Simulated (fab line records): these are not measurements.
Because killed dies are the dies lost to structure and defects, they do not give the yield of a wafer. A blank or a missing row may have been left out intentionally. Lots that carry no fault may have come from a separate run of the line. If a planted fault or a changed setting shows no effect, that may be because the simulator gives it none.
What tool caused it? | flow gf180mcu | 6 lots, 18 wafers sampled, at 3 steps of a route of 602

WHAT THE GAUGES READ, wafer by wafer
GF_V5_RS_MEAS_24: measurement is done with a four-point probe.
lot  | measured     | on            | V5_W_RS (ohm/sq)
L637 | day 27 16:40 | film-metro-02 | 0.321 0.326 0.330
L641 | day 29 05:26 | film-metro-02 | 0.334 0.330 0.327
L643 | day 29 16:23 | film-metro-02 | 0.326 0.329 0.325
L646 | day 30 13:21 | film-metro-01 | 0.320 0.327 0.323
L650 | day 31 18:37 | film-metro-03 | 0.333 0.327 0.332
L655 | day 32 21:37 | film-metro-01 | 0.326 0.332 0.335

EACH LOT AND THE TOOL THAT RAN IT (in order: tool; ch and the chambers of the sampled wafers; start)
lot  | GF_NWELL_STRIP_10                   | GF_V5_CMP_04
L637 | plasma-asher-02 ch 0,1, day 3 17:13 | cmp-01 ch 0,2,3, day 26 19:42
L641 | plasma-asher-04 ch 0,1, day 4 16:37 | cmp-02 ch 0,2,3, day 28 08:41
L643 | plasma-asher-04 ch 1, day 5 04:46   | cmp-02 ch 0,1,2, day 28 19:58
L646 | plasma-asher-04 ch 0,1, day 5 20:35 | cmp-01 ch 0,1,3, day 29 17:31
L650 | plasma-asher-02 ch 0,1, day 6 18:03 | cmp-02 ch 0,2,3, day 30 23:44
L655 | plasma-asher-02 ch 0,1, day 7 20:34 | cmp-02 ch 0,2, day 32 04:20
- GF_NWELL_STRIP_10: strips in O2/N2.
- GF_V5_CMP_04: polishes SiO2.

THE ANSWER, worked out from the rows above alone
Rule: the lots themselves supply what counts as usual. The widest of any qualifying gaps counts: lots, ordered by their means at a reading, are off when they make up no more than a third of the lots, leave a main group of 4 or more, and stand apart from it by 3 or more times the standard deviation of that group's means. The tables above print the reading to a certain number of digits; a main group whose means all agree to those digits is not used. Also off: a lot with no number at a reading for which 4 or more lots have one. All remaining lots with rows at the step are treated as sound.
None of the lots is off at any reading shown; this tells nothing.

WHAT THE SIMULATOR HAD PUT IN
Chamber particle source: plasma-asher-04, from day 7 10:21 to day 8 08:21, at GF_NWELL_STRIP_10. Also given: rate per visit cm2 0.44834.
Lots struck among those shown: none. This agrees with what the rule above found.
